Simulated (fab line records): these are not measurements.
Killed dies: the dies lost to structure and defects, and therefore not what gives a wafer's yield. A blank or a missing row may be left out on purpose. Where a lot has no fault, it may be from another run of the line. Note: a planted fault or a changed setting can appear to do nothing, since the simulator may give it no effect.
A lot that was struck, set against a sound lot ; flow sky130 ; 15 steps out of a route of 708
Sound: these wafers, L155.3, L155.5, L155.6. Struck: wafer L166.2 (L166.1, L166.4, from the same lot, were not struck and are left out); the cause is given at the end.
Per side, at each step with rows, come the tool, then ch with its chambers, and then its first start. Under that, the readings that differ: sound wafers ; struck wafers ; difference of the means ; sigmas: that difference in standard deviations of wafers without a fault.
alike: words and numbers the same on both sides, and readings whose means are apart by under 2 such deviations; not compared: readings that were withheld, readings missing a value for some wafer, numbers with overlapping values and no deviation given by the record, and bounds like >300 which may hide the same value.
A row with sigmas, a row that says differs or no value, or rows on one side alone: a step with any of these is where the two part. Numbers that have no deviation but don't overlap get no sigmas and don't part them. A reading missing from all wafers of one side parts the sides only when that side holds two or more wafers.

first, 1 step without rows for these wafers: SKY_METAL5_CLEAN_19 (cleans in O3/DIW).
SKY_PASSIVATION_CVD_00: deposits SiO2, target thk 90 nm.
  sound on pecvd-03 ch 0,2, day 45 17:31; struck on pecvd-01 ch 0, day 48 04:25
  alike: heater power w
SKY_PASSIVATION_THK_MEAS_01:
  struck on film metro-03, day 48 04:26; sound on film metro-02, day 45 17:34
  alike: PASSIVATION_CVD_00_THK
SKY_PASSIVATION_CVD_02: deposits Si3N4, target thk 540 nm.
  sound on pecvd-04 ch 0,1,2, day 45 17:36; struck on pecvd-04 ch 1, day 48 04:30
  alike: heater power w
SKY_PASSIVATION_THK_MEAS_03:
  struck on film metro-01, day 48 04:44; sound on film metro-03, day 45 17:51
  alike: PASSIVATION_CVD_02_THK
then, 7 steps without rows for these wafers: SKY_PASSIVATION_DEHYDRATE_04 (time 60 s); SKY_PASSIVATION_HMDS_05 (prime time 60 s); SKY_PASSIVATION_COAT_06 (resist thk 3000 nm); SKY_PASSIVATION_SOFTBAKE_07; SKY_PASSIVATION_EXPOSE_08 (exposes mask NSM, target cd 3000 nm); SKY_PASSIVATION_PEB_09; SKY_PASSIVATION_DEVELOP_10 (develop time 60 s).
SKY_PASSIVATION_ETCH_11: etches the open film in CF4/O2, stops on AlCu, target depth 725 nm, time 161.1 s.
  sound on rie diel-04 ch 1,2, day 46 14:58; struck on rie diel-04 ch 3, day 48 22:28
reading;sound;struck;difference;sigmas
oes product au (a.u.);0.973 0.968 0.984;0.839;-0.136;-17
throttle valve pct (%);5.965 5.968 5.947;5.927;-0.033;-4
model.etch.depth nm (nm);705.1 708.3 712.4;537.1;-171.5;
model.PASSIVATION.feature depth nm (nm);705.1 708.3 712.4;537.1;-171.5;
model.coat_of_PASSIVATION_COAT_06.thk nm (nm);2546 2531 2538;2630;+92;
  alike: drypump motor current A
  not compared: rf hours counter h
SKY_PASSIVATION_STRIP_12: strips in O2/N2.
  sound on plasma asher-02 ch 0,1, day 46 15:06; struck on plasma asher-01 ch 0, day 48 22:34
reading;sound;struck;difference;sigmas
rf hours counter h (h);- - -;103;no value on the sound wafers;
strip time to endpoint s (s);31.88 31.69 31.76;32.83;+1.05;+8
  alike: drypump motor current A, oes product au
then, 1 step without rows for these wafers: SKY_PAD_OPEN_DEHYDRATE_00 (time 60 s).

WHERE THEY PART
Last at SKY_PASSIVATION_STRIP_12 as far as this record goes, first at SKY_PASSIVATION_ETCH_11.

WHY: what had been put in by the simulator
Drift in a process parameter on rie diel-04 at SKY_PASSIVATION_ETCH_11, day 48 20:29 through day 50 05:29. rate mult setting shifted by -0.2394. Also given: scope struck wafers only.
